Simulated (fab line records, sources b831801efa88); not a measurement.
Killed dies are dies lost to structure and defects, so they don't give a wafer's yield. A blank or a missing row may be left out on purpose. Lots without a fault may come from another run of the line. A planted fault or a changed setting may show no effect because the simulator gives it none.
A struck lot beside a sound one | flow sky130 | 17 steps out of a route of 708
Sound: wafers L413.1, L413.4, L413.6. Struck: wafers L425.3, L425.4, L425.6. The cause comes at the end.
At each step with rows: each side's tool, then ch and its chambers, then its first start. Under that, the readings that differ: sound wafers | struck wafers | difference of the means | sigmas: that difference in standard deviations of wafers without a fault.
alike: readings whose means differ by less than 2 such deviations, and words and numbers that are the same on both sides. not compared: withheld readings, readings that some wafer has no value for, bounds like >300 that may hide the same value, and numbers for which the record gives no deviation and whose values overlap.
The two part at a step that has a row with sigmas, a row that says differs or no value, or rows on one side only. Numbers that don't overlap but have no deviation are shown without sigmas and don't part them. A reading that every wafer of one side lacks parts them only if that side has two wafers or more.

first, 2 steps without rows for these wafers: SKY_NWELL_IMPLANT_12; SKY_NWELL_IMPLANT_13.
SKY_NWELL_STRIP_14: strips in O2/N2.
  sound on plasma_asher-02 ch 0,1, day 6 07:55; struck on plasma_asher-02 ch 0,1, day 9 14:29
  reading                      | sound             | struck            | difference | sigmas
  oes_product_au (a.u.)        | 0.709 0.710 0.719 | 0.728 0.719 0.731 | +0.013     | +3
  strip_time_to_endpoint_s (s) | 36.86 36.94 36.94 | 37.17 37.16 37.18 | +0.26      | +2
  alike: drypump_motor_current_A
  not compared: rf_hours_counter_h
SKY_NWELL_TW_MEAS_15:
  sound on film_metro-01, day 6 08:01; struck on film_metro-01, day 9 14:35
  alike: NWELL_TW
then, 7 steps without rows for these wafers: SKY_NWELL_DEHYDRATE_16 (time 60 s); SKY_NWELL_HMDS_17 (prime time 60 s); SKY_NWELL_COAT_18 (resist thk 3000 nm); SKY_NWELL_SOFTBAKE_19; SKY_NWELL_EXPOSE_20 (exposes mask NWM COMPLEMENT, target cd 840 nm); SKY_NWELL_PEB_21; SKY_NWELL_DEVELOP_22 (develop time 60 s).
SKY_NWELL_OVL_MEAS_23:
  sound on overlay-01, day 7 03:12; struck on overlay-01, day 10 12:26
  alike: NWELL_01_OVL
SKY_NWELL_IMPLANT_24:
  sound on implanter-02 ch 0, day 7 03:14; struck on implanter-02 ch 0, day 10 12:31
  alike: beam_energy_keV, dose_ions_cm2
SKY_NWELL_STRIP_25: strips in O2/N2.
  sound on plasma_asher-02 ch 0,1, day 7 03:23; struck on plasma_asher-04 ch 0,1, day 10 12:38
  alike: drypump_motor_current_A, oes_product_au, strip_time_to_endpoint_s
  not compared: rf_hours_counter_h
SKY_NWELL_TW_MEAS_26:
  sound on film_metro-01, day 7 03:29; struck on film_metro-04, day 10 12:44
  reading    | sound             | struck            | difference | sigmas
  NWELL_2_TW | 500.0 498.3 502.0 | 491.4 491.8 490.2 | -9.0       | -3
then, 1 step without rows for these wafers: SKY_NWELL_CLEAN_27 (cleans in SC1/SC2, time 150 s).
-- the record jumps here: 40 days lie between the struck wafers' starts before and after (it left off in module NWELL and takes up again in module PAD_OPEN, whose first step shown is number 708 of the route) --
SKY_PAD_OPEN_PROBE_99:
  sound on prober-01, day 47 15:06; struck on prober-01, day 50 08:01
  reading                                                    | sound                        | struck                      | difference | sigmas
  model.etest.pfet_16v.r_on_ohm_um                           | 1.545e+04 1.53e+04 1.512e+04 | 1.696e+04 1.646e+04 1.7e+04 | +1.517e+03 |
  model.etest.res_iso_pwell.rs_ohm_sq                        | 3175 3069 3036               | 4084 3729 4062              | +865       |
  model.etest.res_pwell_under_gate.rs_ohm_sq                 | 2282 2291 2282               | 2482 2505 2499              | +210       |
  model.etest.res_pwell_under_gate.rs_ohm_sq_range           | 61.23 48.97 50.13            | 210.4 187.2 212.5           | +149.9     |
  model.etest.res_iso_pwell.line_ohm_um                      | 1189 1152 1144               | 1575 1419 1551              | +353       |
  model.etest.res_pwell_under_gate.rs_ohm_sq_rim_less_centre | 7.037 7.088 -9.629           | -88.2 -93.52 -73.57         | -86.6      |
  model.etest.pfet_16v.drive_ua_um                           | 242 246 248                  | 220.2 227.8 220.4           | -22.5      |
  model.etest.field_n.vt_v (V)                               | 36.58 36.04 36.04            | 33.64 33.6 33.64            | -2.59      |
  alike: killed_at_M0_to_M3, killed_at_M4_up, killed_at_contacts, killed_at_front_end, killed_at_other, killed_dies, killed_open, killed_short

WHERE THEY PART
First at SKY_NWELL_STRIP_14; last, within this record, at SKY_NWELL_TW_MEAS_26. Later steps at which nothing parts them and some readings are alike: SKY_PAD_OPEN_PROBE_99.

WHY: what the simulator had put in
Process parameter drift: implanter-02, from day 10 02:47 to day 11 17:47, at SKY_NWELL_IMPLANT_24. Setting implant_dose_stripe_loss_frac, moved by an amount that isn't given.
